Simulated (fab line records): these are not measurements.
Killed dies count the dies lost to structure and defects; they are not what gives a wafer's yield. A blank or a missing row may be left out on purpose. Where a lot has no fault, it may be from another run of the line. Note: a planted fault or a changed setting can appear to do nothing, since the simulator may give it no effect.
Matching of chambers / flow gf180mcu / GF_V2_CMP_04 on cmp-01 has 4 sister chambers
The step polishes SiO2. 8 wafers are shown with their chamber, then 10 later ones without.

EACH WAFER AND ITS CHAMBER
wafer=L084.1; chamber=3; motor current A (A)=13.4; slurry filter dp kPa (kPa)=13.58
wafer=L084.4; chamber=1; motor current A (A)=10.8; slurry filter dp kPa (kPa)=13.50
wafer=L085.6; chamber=3; motor current A (A)=13.4; slurry filter dp kPa (kPa)=13.59
wafer=L088.1; chamber=0; motor current A (A)=14.6; slurry filter dp kPa (kPa)=13.40
wafer=L088.4; chamber=2; motor current A (A)=10.7; slurry filter dp kPa (kPa)=13.39
wafer=L088.5; chamber=1; motor current A (A)=10.9; slurry filter dp kPa (kPa)=13.52
wafer=L089.3; chamber=0; motor current A (A)=14.4; slurry filter dp kPa (kPa)=13.62
wafer=L089.4; chamber=2; motor current A (A)=10.3; slurry filter dp kPa (kPa)=13.31

WAFERS MISSING THEIR CHAMBER
wafer=L089.5; motor current A (A)=13.1; slurry filter dp kPa (kPa)=13.48
wafer=L092.2; motor current A (A)=10.6; slurry filter dp kPa (kPa)=13.28
wafer=L092.5; motor current A (A)=10.3; slurry filter dp kPa (kPa)=13.69
wafer=L092.6; motor current A (A)=10.8; slurry filter dp kPa (kPa)=13.42
wafer=L093.2; motor current A (A)=11.2; slurry filter dp kPa (kPa)=13.42
wafer=L093.5; motor current A (A)=10.8; slurry filter dp kPa (kPa)=13.52
wafer=L093.6; motor current A (A)=10.7; slurry filter dp kPa (kPa)=13.68
wafer=L095.1; motor current A (A)=13.1; slurry filter dp kPa (kPa)=13.51
wafer=L095.2; motor current A (A)=10.7; slurry filter dp kPa (kPa)=13.44
wafer=L095.4; motor current A (A)=12.8; slurry filter dp kPa (kPa)=13.29

WHICH CHAMBER EACH ONE RAN IN
wafer=L089.5; from the rows above=3; in truth=3
wafer=L092.2; from the rows above=2; in truth=2
wafer=L092.5; from the rows above=can't be placed: 1 or 2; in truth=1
wafer=L092.6; from the rows above=can't be placed: 1 or 2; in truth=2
wafer=L093.2; from the rows above=can't be placed: 1 or 2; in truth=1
wafer=L093.5; from the rows above=1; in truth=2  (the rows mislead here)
wafer=L093.6; from the rows above=can't be placed: 1 or 2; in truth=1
wafer=L095.1; from the rows above=3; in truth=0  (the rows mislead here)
wafer=L095.2; from the rows above=can't be placed: 1 or 2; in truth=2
wafer=L095.4; from the rows above=3; in truth=3
Correctly placed: 3 of 10. From these rows, 5 cannot be placed; in 5 the true chamber is one of the candidates. Number placed wrongly: 2.
How it was worked out, from the rows above alone: a wafer's distance from a chamber is the root of the sum, over the readings, of the square of ((its reading less the chamber's mean) divided by the reading's scatter). If the next closest chamber is less than 2 further off than the closest, the wafer can't be placed; otherwise it belongs to the closest. Each chamber's mean is taken over the wafers shown for it. How the scatter is found: for the shown wafers, subtract from each reading the mean of its chamber, square and add these, divide the total by (wafers less chambers), then take the root.
